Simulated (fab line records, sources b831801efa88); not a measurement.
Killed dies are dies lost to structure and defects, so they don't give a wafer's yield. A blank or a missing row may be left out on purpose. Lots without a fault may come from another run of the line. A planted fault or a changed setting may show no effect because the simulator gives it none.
fab line records | flow sky130
record lots=14 wafers=42 last_day=50
route steps=708 shown RES_PROTECT@210 VIA2@528 METAL3@568 VIA3@594 PAD_OPEN@708
lots that met no fault: from a run of the same line without faults
start_h: hours from the record's first day to the start of the lot's first wafer shown | wait_h: hours since the lot's step before | " the same as in the row above | L1.1+2: a row that stands for several wafers | - no value, or no start given | * or withheld: withheld | < > ~ a bound
route shown NAME@n: a module of which the file shows steps, and the number in the route of the first | usual: mean/standard deviation of fault-free wafers | same: alike in all rows | chamber/n: place in a boat | sites: the reading at each site | _std_site: their standard deviation | _edge_site: outer sites' mean less inner sites' | radius_mm: how far each site lies from the wafer's centre | mask NAME#n: copy n | behind: the tool/chamber that last shaped the wafer | hold: why the lot was held/for how many hours/how that ended | device: the transistor (n, p or np) that didn't switch | end of line: the same wafers' tests at the end of the route | a step without rows: its recipe alone | killed: dies lost to structure and defects at the first sort, not the wafer's yield | map: a wafer's dies, x killed, . not, _ none there
set.NAME: the setting as run; set.NAME@STEP: as run at that earlier step | model.NAME: the simulator's own value behind a step, which no gauge read
steps of the route over a sample of lots; a table a step, a row a wafer
services: from which hour (start_h, from the record's first day; less than 0 if before it) a tool's chamber was out of use, for how many hours, and why
## steps
# step SKY_RES_PROTECT_EXPOSE_04
# recipe mask_id=RPM na=0.6 source_shape=conventional sigma_outer=0.6 polarization=unpolarized target_cd_nm=1270 dose_mj=131
# same sigma_outer=0.6
# columns lot.wafer tool chamber start_h wait_h mask
L156.1+5+6 iline_stepper-01 0 319.16 - RPM#0
L158.1+2+4 iline_stepper-01 0 344.18 - RPM#0
L159.2+4+5 iline_stepper-02 0 344.46 - RPM#0
L160.3+4+6 iline_stepper-01 0 349.07 - RPM#0
L161.2+4+5 iline_stepper-01 0 368.82 - RPM#0
L162.3+5+6 iline_stepper-01 0 370.60 - RPM#0
L166.3+5+6 iline_stepper-02 0 406.49 - RPM#0
L167.1+3+5 iline_stepper-01 0 411.23 - RPM#0
L168.2+3+6 iline_stepper-01 0 427.83 - RPM#0
L171.2+3+5 iline_stepper-02 0 500.35 - RPM#0
L173.1+3+4 iline_stepper-02 0 500.83 - RPM#0
L174.2+3+6 iline_stepper-02 0 500.97 - RPM#0
L176.2+4+6 iline_stepper-02 0 508.04 - RPM#0
L179.2+5+6 iline_stepper-02 0 529.04 - RPM#0
# step SKY_VIA2_CVD_21
# recipe material=W target_thk_nm=420 time_s=126.4 temp_c=400 pressure_torr=40
# usual heater_power_w=847/41
# same time_s=126.4
# columns lot.wafer tool chamber start_h wait_h heater_power_w
L156.1 cvd_w-01 1 842.52 0.0 832
L156.5 " 1 " " 813
L156.6 " 0 " " 808
L158.1 cvd_w-02 1 863.12 0.0 944
L158.2 " 0 " " 904
L158.4 " 1 " " 955
L159.2 cvd_w-02 1 864.72 0.0 937
L159.4 " 1 " " 965
L159.5 " 1 " " 951
L160.3 cvd_w-01 1 873.16 0.1 822
L160.4 " 0 " " 815
L160.6 " 0 " " 807
L161.2 cvd_w-01 1 884.81 0.0 830
L161.4 " 1 " " 803
L161.5 " 0 " " 812
L162.3 cvd_w-01 1 887.22 0.1 836
L162.5 " 0 " " 839
L162.6 " 1 " " 829
L166.3 cvd_w-02 0 918.86 0.1 836
L166.5 " 0 " " 822
L166.6 " 1 " " 851
L167.1 cvd_w-01 1 919.14 0.0 798
L167.3 " 0 " " 813
L167.5 " 0 " " 827
L168.2 cvd_w-01 1 934.02 0.0 844
L168.3 " 1 " " 836
L168.6 " 1 " " 827
L171.2 cvd_w-01 1 985.87 0.0 844
L171.3 " 0 " " 806
L171.5 " 1 " " 808
L174.2 cvd_w-02 0 992.03 0.0 850
L174.3 " 0 " " 841
L174.6 " 0 " " 830
L173.1 cvd_w-01 0 994.32 0.0 812
L173.3 " 1 " " 828
L173.4 " 0 " " 836
L176.2 cvd_w-01 0 996.47 0.0 818
L176.4 " 0 " " 804
L176.6 " 0 " " 818
L179.2 cvd_w-01 1 1005.57 0.0 864
L179.5 " 1 " " 813
L179.6 " 0 " " 835
# step SKY_METAL3_METAL_ETCH_18
# recipe target_depth_a=8450 stop_on=SiO2 over_etch_frac=0.3 time_s=183.1 chemistry=Cl2/BCl3 resist_sidewall_deg=88 pressure_mtorr=10 icp_w=900 bias_w=48.5 Cl2_flow_sccm=60 bcl3_flow_sccm=30
# usual drypump_motor_current_A=5.7/0.37 oes_product_au=0.866/0.007 throttle_valve_pct=22.265/0.0092
# same over_etch_frac=0.3 time_s=183.1
# columns lot.wafer tool chamber start_h wait_h drypump_motor_current_A oes_product_au rf_hours_counter_h throttle_valve_pct
L156.1 rie_metal-02 1 893.30 0.0 5.7 0.871 4 22.277
L156.5 " 1 " " 5.7 0.859 - 22.267
L156.6 " 0 " " 5.5 0.860 - 22.264
L158.1 rie_metal-02 1 914.32 0.0 5.7 0.866 5 22.273
L158.2 " 0 " " 5.5 0.863 9 22.256
L158.4 " 0 " " 5.5 0.871 - 22.263
L159.2 rie_metal-04 1 914.80 0.0 6.0 0.863 10 22.257
L159.4 " 1 " " 6.0 0.860 - 22.265
L159.5 " 0 " " 5.7 0.867 - 22.261
L160.3 rie_metal-02 1 922.43 0.1 5.7 0.861 - 22.252
L160.4 " 0 " " 5.5 0.862 - 22.266
L160.6 " 0 " " 5.5 0.859 - 22.255
L161.2 rie_metal-01 0 933.27 0.1 6.3 0.870 - 22.263
L161.4 " 0 " " 6.3 0.878 - 22.253
L161.5 " 0 " " 6.3 0.875 - 22.261
L162.3 rie_metal-02 1 935.59 0.1 5.7 0.869 - 22.258
L162.5 " 0 " " 5.5 0.871 - 22.256
L162.6 " 1 " " 5.7 0.869 - 22.278
L166.3 rie_metal-01 1 968.03 0.1 5.0 0.861 - 22.268
L166.5 " 1 " " 5.0 0.873 - 22.269
L166.6 " 0 " " 6.3 0.872 - 22.269
L167.1 rie_metal-04 0 969.07 0.0 5.7 0.872 4 22.267
L167.3 " 1 " " 6.0 0.870 - 22.270
L167.5 " 1 " " 6.0 0.864 - 22.268
L168.2 rie_metal-04 0 983.47 0.0 5.7 0.861 4 22.268
L168.3 " 1 " " 6.0 0.872 - 22.247
L168.6 " 0 " " 5.7 0.860 - 22.259
L171.2 rie_metal-04 1 1031.81 0.0 6.0 0.864 16 22.271
L171.3 " 1 " " 6.0 0.867 - 22.266
L171.5 " 0 " " 5.7 0.864 - 22.239
L174.2 rie_metal-01 0 1037.45 0.0 6.3 0.877 1 22.258
L174.3 " 0 " " 6.3 0.859 - 22.273
L174.6 " 1 " " 5.0 0.873 - 22.274
L173.1 rie_metal-04 0 1041.26 0.0 5.7 0.874 8 22.256
L173.3 " 0 " " 5.7 0.866 - 22.250
L173.4 " 1 " " 6.0 0.876 - 22.264
L176.2 rie_metal-04 1 1041.97 0.0 6.0 0.863 17 22.271
L176.4 " 0 " " 5.7 0.869 - 22.256
L176.6 " 0 " " 5.7 0.874 - 22.246
L179.2 rie_metal-04 0 1051.67 0.0 5.7 0.868 9 22.262
L179.5 " 1 " " 6.0 0.869 - 22.281
L179.6 " 0 " " 5.7 0.875 - 22.262
# step SKY_VIA3_CVD_21
# recipe material=W target_thk_nm=390 time_s=117.31 temp_c=400 pressure_torr=40
# usual heater_power_w=836/17
# same time_s=117.31
# columns lot.wafer tool chamber start_h wait_h heater_power_w
L156.1 cvd_w-01 0 919.69 0.0 797
L156.5 " 1 " " 804
L156.6 " 0 " " 810
L158.1 cvd_w-01 1 941.34 0.0 834
L158.2 " 0 " " 804
L158.4 " 0 " " 825
L159.2 cvd_w-01 1 941.97 0.0 838
L159.4 " 1 " " 838
L159.5 " 0 " " 830
L160.3 cvd_w-02 0 948.99 0.1 839
L160.4 " 1 " " 851
L160.6 " 1 " " 843
L161.2 cvd_w-01 0 959.86 0.0 830
L161.4 " 1 " " 822
L161.5 " 0 " " 822
L162.3 cvd_w-02 1 961.80 0.1 864
L162.5 " 0 " " 845
L162.6 " 1 " " 848
L166.3 cvd_w-02 0 993.16 0.1 868
L166.5 " 0 " " 861
L166.6 " 1 " " 835
L167.1 cvd_w-01 0 993.97 0.0 830
L167.3 " 0 " " 825
L167.5 " 1 " " 836
L168.2 cvd_w-01 0 1007.67 0.0 819
L168.3 " 1 " " 843
L168.6 " 0 " " 828
L171.2 cvd_w-02 0 1055.52 0.0 836
L171.3 " 0 " " 843
L171.5 " 0 " " 825
L174.2 cvd_w-02 1 1061.08 0.0 885
L174.3 " 0 " " 831
L174.6 " 0 " " 826
L173.1 cvd_w-01 0 1064.86 0.0 833
L173.3 " 1 " " 847
L173.4 " 0 " " 815
L176.2 cvd_w-02 1 1065.17 0.0 827
L176.4 " 1 " " 856
L176.6 " 0 " " 858
L179.2 cvd_w-02 1 1075.27 0.0 858
L179.5 " 1 " " 872
L179.6 " 0 " " 839
# step SKY_PAD_OPEN_PROBE_99
# usual killed_at_M0_to_M3=42/6.3 killed_at_M4_up=3.2/1.9 killed_at_contacts=24/5.8 killed_at_front_end=15/4.3 killed_at_other=0.2/0.62 killed_dies=85/9.3 killed_on_rim=16/3.3 killed_open=46/6.8 killed_short=38/6.1
# same gross_dies=492 killed_at_back_side=0
# columns lot.wafer tool chamber start_h wait_h killed_at_M0_to_M3 killed_at_M4_up killed_at_contacts killed_at_front_end killed_at_other killed_dies killed_on_rim killed_open killed_short
L161.2 prober-01 - 1096.96 0.1 48 3 20 19 53 143 28 52 37
L161.4 prober-01 - 1097.06 0.2 38 2 19 14 51 124 27 33 40
L161.5 prober-01 - 1097.11 0.2 36 3 22 16 52 129 25 32 44
L162.3 prober-02 - 1101.24 0.2 33 3 16 9 51 112 24 35 27
L162.5 prober-02 - 1101.34 0.2 45 2 15 15 50 127 32 35 42
L162.6 prober-02 - 1101.39 0.2 40 1 20 8 63 132 25 37 33
L167.1 prober-01 - 1127.94 0.1 35 4 30 16 56 141 28 47 36
L167.3 prober-01 - 1128.04 0.2 49 2 26 14 52 143 26 50 41
L167.5 prober-01 - 1128.14 0.2 26 2 28 14 52 122 29 40 30
L168.2 prober-02 - 1139.49 0.1 33 2 23 12 55 125 22 34 34
L168.3 prober-02 - 1139.54 0.2 32 2 18 21 58 131 26 43 30
L168.6 prober-02 - 1139.69 0.2 42 1 28 12 49 132 26 44 37
# killed by level:class
L161.2 RES_PROTECT:overlay=53 VIA1:geometric_particle:open=9 VIA2:geometric_particle:open=8 CONTACT:geometric_particle:open=7 METAL2:geometric_particle:short=7 VIA3:geometric_particle:open=6 POLY_GATE:geometric_particle:open=5 LI_CONTACT:geometric_particle:short=5
L161.4 RES_PROTECT:overlay=51 VIA2:geometric_particle:open=7 VIA1:geometric_particle:open=6 CONTACT:geometric_particle:open=6 VIA2:geometric_particle:short=5 FIELD_ISO:geometric_particle:short=4 POLY_GATE:geometric_particle:short=4 LI_CONTACT:geometric_particle:open=4
L161.5 RES_PROTECT:overlay=52 LI_CONTACT:geometric_particle:open=6 VIA2:geometric_particle:open=6 POLY_GATE:geometric_particle:short=5 POLY_GATE:geometric_particle:open=5 VIA1:geometric_particle:short=5 CONTACT:geometric_particle:short=5 METAL1:geometric_particle:short=5
L162.3 RES_PROTECT:overlay=50 VIA1:geometric_particle:open=8 LI_CONTACT:geometric_particle:open=7 VIA3:geometric_particle:open=7 CONTACT:geometric_particle:open=6 METAL2:geometric_particle:short=6 VIA1:geometric_particle:short=5 FIELD_ISO:geometric_particle:short=4
L162.5 RES_PROTECT:overlay=50 VIA1:geometric_particle:open=10 METAL2:geometric_particle:short=7 VIA1:geometric_particle:short=6 LOCAL_INTERCONNECT:geometric_particle:short=5 CONTACT:geometric_particle:open=5 VIA2:geometric_particle:open=5 POLY_GATE:geometric_particle:open=4
L162.6 RES_PROTECT:overlay=62 VIA2:geometric_particle:open=7 CONTACT:geometric_particle:open=6 VIA1:geometric_particle:open=6 METAL2:geometric_particle:short=6 METAL3:geometric_particle:short=5 METAL1:geometric_particle:short=5 LI_CONTACT:geometric_particle:open=4
L167.1 RES_PROTECT:overlay=56 VIA1:geometric_particle:open=11 CONTACT:geometric_particle:open=10 LI_CONTACT:geometric_particle:open=8 LI_CONTACT:geometric_particle:short=6 METAL1:geometric_particle:short=5 VIA3:geometric_particle:open=5 FIELD_ISO:geometric_particle:open=4
L167.3 RES_PROTECT:overlay=51 CONTACT:geometric_particle:open=11 VIA1:geometric_particle:open=11 LI_CONTACT:geometric_particle:open=9 METAL2:geometric_particle:short=8 METAL1:geometric_particle:short=7 FIELD_ISO:geometric_particle:short=6 CONTACT:geometric_particle:short=6
L167.5 RES_PROTECT:overlay=52 CONTACT:geometric_particle:open=15 FIELD_ISO:geometric_particle:short=8 LI_CONTACT:geometric_particle:open=5 FIELD_ISO:geometric_particle:open=4 LI_CONTACT:geometric_particle:short=4 VIA2:geometric_particle:open=4 METAL2:geometric_particle:short=4
L168.2 RES_PROTECT:overlay=54 VIA1:geometric_particle:open=10 CONTACT:geometric_particle:open=7 LI_CONTACT:geometric_particle:open=6 CONTACT:geometric_particle:short=5 METAL1:geometric_particle:short=5 POLY_GATE:geometric_particle:short=4 VIA1:geometric_particle:short=4
L168.3 RES_PROTECT:overlay=58 VIA1:geometric_particle:open=10 FIELD_ISO:geometric_particle:open=8 CONTACT:geometric_particle:open=8 FIELD_ISO:geometric_particle:short=7 VIA3:geometric_particle:open=6 LI_CONTACT:geometric_particle:open=4 METAL1:geometric_particle:short=4
L168.6 RES_PROTECT:overlay=48 CONTACT:geometric_particle:open=11 LOCAL_INTERCONNECT:geometric_particle:short=8 VIA1:geometric_particle:open=8 VIA3:geometric_particle:short=6 LI_CONTACT:geometric_particle:open=5 METAL1:geometric_particle:short=5 VIA3:geometric_particle:open=5
## services
# columns tool chamber start_h hours kind
iline_stepper-02 - 345.12 1.7 pm
iline_stepper-01 - 371.91 1.7 pm
cvd_w-01 - 390.00 14.0 pm
rie_metal-04 1 398.27 2.6 repair
cvd_w-02 - 404.00 6.9 pm
iline_stepper-01 - 416.61 8.9 pm
iline_stepper-02 - 418.34 6.9 repair
iline_stepper-02 - 429.19 18.5 repair
cvd_w-02 1 429.56 4.1 repair
cvd_w-01 1 486.50 11.6 repair
iline_stepper-02 - 491.98 2.7 repair
iline_stepper-02 - 535.13 8.1 repair
rie_metal-04 0 540.14 1.0 repair
iline_stepper-02 - 563.30 1.7 pm
iline_stepper-01 - 590.09 1.7 pm
cvd_w-01 0 618.79 8.4 repair
cvd_w-02 0 636.73 12.8 repair
cvd_w-01 0 748.51 8.9 repair
cvd_w-01 - 822.03 6.9 pm
cvd_w-02 0 824.57 8.5 repair
cvd_w-02 1 885.45 10.6 repair
cvd_w-02 - 904.00 14.0 pm
cvd_w-02 - 962.04 6.0 pm
cvd_w-01 - 1047.02 0.2 repair
## key
first_sign step=SKY_PAD_OPEN_PROBE_99 reading=killed_at_other direction=up sigmas=53 usual=0.2 struck=53.5
effect step=SKY_PAD_OPEN_PROBE_99 reading=killed_dies direction=up sigmas=4.9 usual=85 struck=130
more_kills_born_at SKY_RES_PROTECT_EXPOSE_04@iline_stepper-01=637
met_at SKY_RES_PROTECT_EXPOSE_04
struck_lots L161,L162,L167,L168
tester_left_out L161,L162,L167,L168
not_acting_at SKY_VIA2_CVD_21,SKY_METAL3_METAL_ETCH_18,SKY_VIA3_CVD_21
onset_between 349.07 368.82
fault kind=scanner_matching_overlay tool=iline_stepper-01 chamber=- onset_h=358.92 steps=SKY_RES_PROTECT_EXPOSE_04 offset=291.11
# tester_left_out: of these lots the tester's yield and bins aren't shown, on N5 and GAA mostly nor the transistor test; their killed dies are dies lost to structure and defects alone, not to doping, threshold or leakage, so they don't give the yield
